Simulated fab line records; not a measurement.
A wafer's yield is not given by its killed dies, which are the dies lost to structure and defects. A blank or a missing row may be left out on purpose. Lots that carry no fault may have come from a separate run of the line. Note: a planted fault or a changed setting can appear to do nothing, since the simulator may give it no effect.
Struck lot and sound lot, side by side / flow sky130 / 36 out of 708 route steps
Sound: these wafers, L870.2, L870.4, L870.5. Struck: wafers L887.2, L887.4, L887.6. The cause is named last.
For every step that has rows: the tool of each side, followed by ch and its chambers, followed by its first start. Under that, the readings that differ: sound wafers / struck wafers / difference of the means / sigmas: that difference in standard deviations of wafers without a fault.
alike: words and numbers the same on both sides, and readings whose means are apart by under 2 such deviations; not compared: readings that were withheld, readings missing a value for some wafer, numbers with overlapping values and no deviation given by the record, and bounds like >300 which may hide the same value.
The two part at a step that has a row with sigmas, a row that says differs or no value, or rows on one side only. Numbers that have no deviation but don't overlap get no sigmas and don't part them. A reading that every wafer of one side lacks parts them only if that side has two wafers or more.

first, 9 steps without rows for these wafers: SKY_LDD_HVP_IMPLANT_08; SKY_LDD_HVP_STRIP_09 (strips in O2/N2); SKY_LDD_LDN_DEHYDRATE_00 (time 60 s); SKY_LDD_LDN_HMDS_01 (prime time 60 s); SKY_LDD_LDN_COAT_02 (resist thk 1140 nm); SKY_LDD_LDN_SOFTBAKE_03 (time 60 s); SKY_LDD_LDN_EXPOSE_04 (exposes mask LDNTM, target cd 700 nm); SKY_LDD_LDN_PEB_05; SKY_LDD_LDN_DEVELOP_06 (develop time 60 s).
SKY_LDD_LDN_IMPLANT_08:
  sound on implanter-02 ch 0, day 22 15:34; struck on implanter-03 ch 0, day 29 01:16
  alike: end_station_pressure_torr, rotation_deg
then, 25 steps without rows for these wafers: SKY_LDD_LDN_IMPLANT_09; SKY_LDD_LDN_IMPLANT_10; SKY_LDD_LDN_IMPLANT_11; SKY_LDD_LDN_STRIP_12 (strips in O2/N2); SKY_LDD_LDN_CLEAN_14 (cleans in SC1/SC2, time 150 s); SKY_SPACER_CVD_00 (deposits Si3N4 from DCS/NH3, target thk 43.1 nm, time 740 s); SKY_SPACER_ETCHBACK_02 (etches Si3N4 in CH3F/O2, stops on SiO2, time 46.7 s, target depth 45 nm); SKY_POLY_CUT_DEHYDRATE_00 (time 60 s); SKY_POLY_CUT_HMDS_01 (prime time 60 s); SKY_POLY_CUT_COAT_02 (resist thk 60 nm); SKY_POLY_CUT_COAT_03 (resist thk 450 nm); SKY_POLY_CUT_SOFTBAKE_04 (time 90 s); SKY_POLY_CUT_EXPOSE_05 (exposes mask NPCM, target cd 270 nm); SKY_POLY_CUT_PEB_06; SKY_POLY_CUT_DEVELOP_07 (develop time 60 s); SKY_POLY_CUT_ETCH_10 (etches BARC in N2/H2, stops on SiO2, time 45.9 s, target depth 60 nm); SKY_POLY_CUT_ETCH_11 (etches Si3N4 in CF4/CH2F2/Ar, stops on poly-Si, time 42.5 s, target depth 60 nm); SKY_POLY_CUT_STRIP_12 (strips in O2/N2); SKY_SD_P_DEHYDRATE_00 (time 60 s); SKY_SD_P_HMDS_01 (prime time 60 s); SKY_SD_P_COAT_02 (resist thk 1140 nm); SKY_SD_P_SOFTBAKE_03 (time 60 s); SKY_SD_P_EXPOSE_04 (exposes mask PSDM, target cd 380 nm); SKY_SD_P_PEB_05; SKY_SD_P_DEVELOP_06 (develop time 60 s).
-- here the record skips 21 days between the struck wafers' starts before and after, leaving off in module SD_P and picking up in module PAD_OPEN (first step shown: number 708 of the route) --
SKY_PAD_OPEN_PROBE_99:
  struck on prober-01, day 49 22:26; sound on prober-01, day 45 12:31
reading=model.etest.diode_nwell_sub.leak_log10_a_cm2; sound=-7.627 -7.764 -7.398; struck=-6.154 -5.941 -6.152; difference=+1.514; sigmas=
reading=model.etest.diode_dnwell_sub.leak_log10_a_cm2; sound=-7.217 -7.531 -7.352; struck=-5.95 -5.923 -5.876; difference=+1.45; sigmas=
reading=model.etest.diode_pwell_dnwell.leak_log10_a_cm2; sound=-7.649 -7.645 -7.499; struck=-6.412 -6.578 -6.529; difference=+1.091; sigmas=
reading=model.etest.diode_ndiff_pwell_hv.leak_log10_a_cm2; sound=-6.507 -6.382 -6.654; struck=-5.938 -5.904 -6.064; difference=+0.546; sigmas=
reading=model.etest.diode_pdiff_nwell_hv.leak_log10_a_cm2; sound=-6.405 -6.651 -6.593; struck=-5.87 -6.032 -5.764; difference=+0.66; sigmas=
reading=model.etest.diode_ndiff_pwell.leak_log10_a_cm2; sound=-7.217 -7.617 -7.056; struck=-6.437 -6.378 -6.645; difference=+0.810; sigmas=
reading=model.etest.diode_pdiff_nwell.leak_log10_a_cm2; sound=-7.334 -7.255 -7.364; struck=-6.508 -6.56 -6.309; difference=+0.859; sigmas=
reading=model.etest.nfet_16v.off_log10_a_um; sound=-13.81 -13.76 -13.83; struck=-13.14 -13.12 -13.41; difference=+0.58; sigmas=
  alike: killed_at_M0_to_M3, killed_at_M4_up, killed_at_contacts, killed_at_front_end, killed_at_other, killed_dies, killed_open, killed_short

## WHERE THEY PART
Nowhere in this record.

WHY: whatever the simulator had introduced
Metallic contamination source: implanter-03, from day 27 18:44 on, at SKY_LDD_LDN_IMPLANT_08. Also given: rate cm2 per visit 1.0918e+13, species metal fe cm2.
